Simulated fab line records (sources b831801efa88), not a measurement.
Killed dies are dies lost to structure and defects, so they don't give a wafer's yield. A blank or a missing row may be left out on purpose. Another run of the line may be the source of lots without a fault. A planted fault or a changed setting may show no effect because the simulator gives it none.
2 desks, one fault	flow gf180mcu	what lay behind the numbers comes last; until then each desk has only its own

TOOL OWNER'S DESK, implanter-03
The tool's own readings at GF_NSD_IMPLANT_10: means of the sampled wafers that have a number, for each lot that ran on this tool. If a lot's mean is further than 4 standard deviations from the usual mean, the lot is out of limits and carries the mark OUT (the distance appears in the brackets).
Columns: A = dose_ions_cm2 at GF_NSD_IMPLANT_10, usual 5e+14; B = faraday_current_uA at GF_NSD_IMPLANT_10, usual 2787
lot	first seen here	A	B
L578	day 14 13:50	5e+14	2790
L584	day 17 11:35	4e+14 (-99 or more) OUT	2004 (-15) OUT
L586	day 18 03:15	4e+14 (-99 or more) OUT	2027 (-15) OUT
Finding of this desk: L584, L586 out of limits; the first was L584 at day 17 11:35, on dose_ions_cm2 at GF_NSD_IMPLANT_10. L578 stayed within limits.

THE METROLOGY DESK
Means of the sampled wafers that have a number, per lot and without regard to the tool the lot ran on: this is what the gauges read. If a lot's mean is further than 4 standard deviations from the usual mean, the lot is out of limits and carries the mark OUT (the distance appears in the brackets).
Columns: A = cd_nm at GF_POLY_GATE_CD_MEAS_10, usual 280.1 nm; B = NSD_RS at GF_PSD_RS_MEAS_14, usual 45.99 ohm/sq
lot	first seen here	A	B
L574	day 9 00:15	280.0	46.01
L575	day 9 07:17	278.7	45.95
L578	day 10 06:20	280.6	46.05
L579	day 10 09:47	280.0	45.95
L584	day 12 15:44	280.6	47.66 (+24) OUT
L586	day 13 07:15	280.0	47.68 (+24) OUT
L594	day 15 01:20	281.3	45.99
L593	day 15 06:05	280.4	45.95
L595	day 15 12:22	278.9	45.91
L596	day 15 18:06	280.1	46.03
L597	day 16 00:10	279.4	45.97
This desk finds L584, L586 out of limits, with the earliest case on L584 at day 18 11:47 (NSD_RS at GF_PSD_RS_MEAS_14). L574, L575, L578, L579, L594, L593, L595, L596, L597 stayed within limits.

BROUGHT TOGETHER
At day 17 11:35, on L584, L586, the tool owner's desk was in a position to raise an alarm.
L584, L586 would have let the metrology desk raise an alarm at day 18 11:47.
GF_NSD_IMPLANT_10 was run on implanter-03 by each of the lots named.

WHAT WAS PUT IN BY THE SIMULATOR
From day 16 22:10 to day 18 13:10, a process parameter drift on implanter-03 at GF_NSD_IMPLANT_10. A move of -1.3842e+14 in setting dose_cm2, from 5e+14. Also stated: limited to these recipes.
Struck lots among those shown: L584, L586.
Hours from the fault's start to each desk's first reading out of limits: the tool owner's desk, 13; the metrology desk, 38.
